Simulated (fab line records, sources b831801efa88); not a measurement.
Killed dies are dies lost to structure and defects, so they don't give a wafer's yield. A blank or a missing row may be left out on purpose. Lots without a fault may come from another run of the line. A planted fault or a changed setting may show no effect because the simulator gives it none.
Which tool did it? | flow gf180mcu | 14 lots, 42 wafers sampled, at 1 step of a route of 602

WHAT THE GAUGES READ, wafer by wafer
GF_V4_CD_MEAS_14: target cd 260 nm. Usual: cd_nm 260.1 nm, standard deviation 1.1.
lot  | measured     | on        | cd_nm (nm)        | flag
L489 | day 24 18:23 | cd_sem-01 | 261.3 261.1 260.7 |
L490 | day 25 05:04 | cd_sem-01 | 258.5 258.7 258.9 |
L491 | day 25 09:16 | cd_sem-02 | 259.4 258.9 258.6 |
L492 | day 25 18:32 | cd_sem-02 | 260.1 260.8 258.8 |
L496 | day 26 18:57 | cd_sem-01 | 260.8 259.4 261.5 |
L500 | day 28 05:01 | cd_sem-02 | 261.2 260.1 260.3 |
L501 | day 28 08:46 | cd_sem-02 | 260.1 259.2 260.0 |
L502 | day 28 19:41 | cd_sem-01 | 258.7 259.1 258.6 |
L503 | day 29 01:34 | cd_sem-02 | 262.1 261.7 260.3 |
L506 | day 29 20:13 | cd_sem-01 | 261.2 260.0 260.4 |
L507 | day 29 23:53 | cd_sem-01 | 260.2 261.5 260.7 |
L508 | day 30 11:07 | cd_sem-02 | 259.5 260.5 261.7 |
L509 | day 30 14:50 | cd_sem-01 | 261.6 260.6 260.5 |
L512 | day 31 09:22 | cd_sem-01 | 258.5 259.1 257.2 |

WHICH TOOL RAN EACH LOT (tool, then ch and the chambers of the sampled wafers, then the start)
The record holds no process step before these readings.

WHAT THE TOOLS THEMSELVES READ (means of the sampled wafers that have a number; where no wafer has one, the mark that the record gives instead)
The record holds no such reading with a usual standard deviation.

THE ANSWER, worked out from the rows above alone
Rule: a lot is off if the mean of its wafers that have a number lies more than 3 standard deviations from the usual mean. A lot without any number at a reading at which 4 lots or more have one is off too. The other lots that the step has rows for count as sound. The gauges are gone through in route order, then the tools' own readings, and for those a lot's mean is taken as printed above. The first step at which some lot is off is used, and at that step the reading that is off furthest; a lot without a number counts as furthest.
No lot is off at any reading shown: from this, nothing can be told.

WHAT THE SIMULATOR HAD PUT IN
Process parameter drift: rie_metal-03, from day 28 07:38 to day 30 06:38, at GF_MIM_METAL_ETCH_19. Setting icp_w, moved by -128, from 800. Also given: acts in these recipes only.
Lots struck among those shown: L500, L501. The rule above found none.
